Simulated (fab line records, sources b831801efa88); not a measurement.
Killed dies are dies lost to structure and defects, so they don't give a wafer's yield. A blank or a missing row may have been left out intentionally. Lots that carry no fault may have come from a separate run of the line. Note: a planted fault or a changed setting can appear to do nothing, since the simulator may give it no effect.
Problem report, 8D (eight disciplines) form, completed by code    flow gf180mcu    the parts of the form that need people (team, actions taken, sign-off) are left out

1. WHAT IS WRONG
Wafers free of any fault read 89.7 nm (standard deviation 0.9) for HV_LDD_CVD_56_THK at GF_HV_LDD_THK_MEAS_57, against a mean of 81.4 nm on 6 wafers of 2 lots. That puts it -9.3 standard deviations away from the usual mean.
Earliest sighting: wafer L772.2 on filmMetro-04 at day 19 09:05. At this step, 39 wafers from 13 lots have a number in the record. By rule, "out" or "out of limits" means more than 4 standard deviations away from the usual mean. The rest of the wafers with a number are treated as sound.

2. WHAT IT IS, WHAT IT ISN'T
question                     is                          is not
which readings at this step  HV_LDD_CVD_56_THK           -
which lots                   L772, L773                  L752, L754, L756, L757, L759, L760, L761, L762, L769, L774, L775
which wafers of those lots   all that have a number      -
read on which gauges         filmMetro-02, filmMetro-04  filmMetro-01
when                         from day 19 09:05           up to then (27 sound wafers); but 6 sound wafers of L774, L775 came after

3. WHAT RULES OUT EACH SUSPECT
Counting: any tool at a process step up to the reading is kept as a suspect provided that every lot that is out went through it and no sound lot did after the first of them.
- the gauge at GF_HV_LDD_THK_MEAS_57 has been ruled out. The wafers that are out were read on 2 gauges (filmMetro-02, filmMetro-04).
- lpcvd-02 at GF_HV_LDD_CVD_56 (deposits Si3N4 from DCS/NH3, target thk 90 nm, time 1543 s): kept. It processed each lot that is out, first L772 at day 19 07:39, and no sound lot thereafter; up to then, the last sound lot it processed was L769 at day 18 07:36.
Left after counting: lpcvd-02 at GF_HV_LDD_CVD_56.

4. THE CAUSE (what the simulator had put in)
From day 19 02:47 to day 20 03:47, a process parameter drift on lpcvd-02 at GF_HV_LDD_CVD_56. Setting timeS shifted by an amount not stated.
After counting, this tool was the only one left.

5. SEQUENCE OF EFFECTS, ordered by route
Each row: a reading where the mean over the struck wafers with a number is more than 3 standard deviations away from the usual. Scope: only readings with a usual standard deviation given in the record; hours: median across lots of the time from each lot's start at the first step in this table that gives one to its start at this step; sigmas: change in usual standard deviations.
hours  step                   reading            usual       on struck wafers  change  sigmas
0      GF_HV_LDD_THK_MEAS_57  HV_LDD_CVD_56_THK  89.7 nm     81.4              -8.3    -9.3
0      GF_HV_LDD_ETCHBACK_58  oesProductAu       0.841 a.u.  0.800             -0.041  -6.8
Here are the process steps it includes:
- GF_HV_LDD_ETCHBACK_58: etches Si3N4 in CH3F/O2, stops on SiO2, time 100 s, target depth 90 nm.
Later measuring or inspecting steps at which every struck wafer that the step has a row for has a number for every such reading, and none has moved that far: GF_PSD_OVL_MEAS_08.

6. HOW IT WOULD HAVE BEEN CAUGHT EARLIER
In this record the first reading out of limits at a measuring or inspecting step was taken at day 19 09:05, 6 hours after the fault began at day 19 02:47.
Of the tool readings at GF_HV_LDD_CVD_56 for which the record gives a usual standard deviation, none was out on any struck wafer, so an alarm limit of 4 standard deviations on them would not have fired.
Among the 2 lots that are out, L773 began GF_HV_LDD_CVD_56 on lpcvd-02 after day 19 09:05. Putting the tool on hold at that point would have spared it.
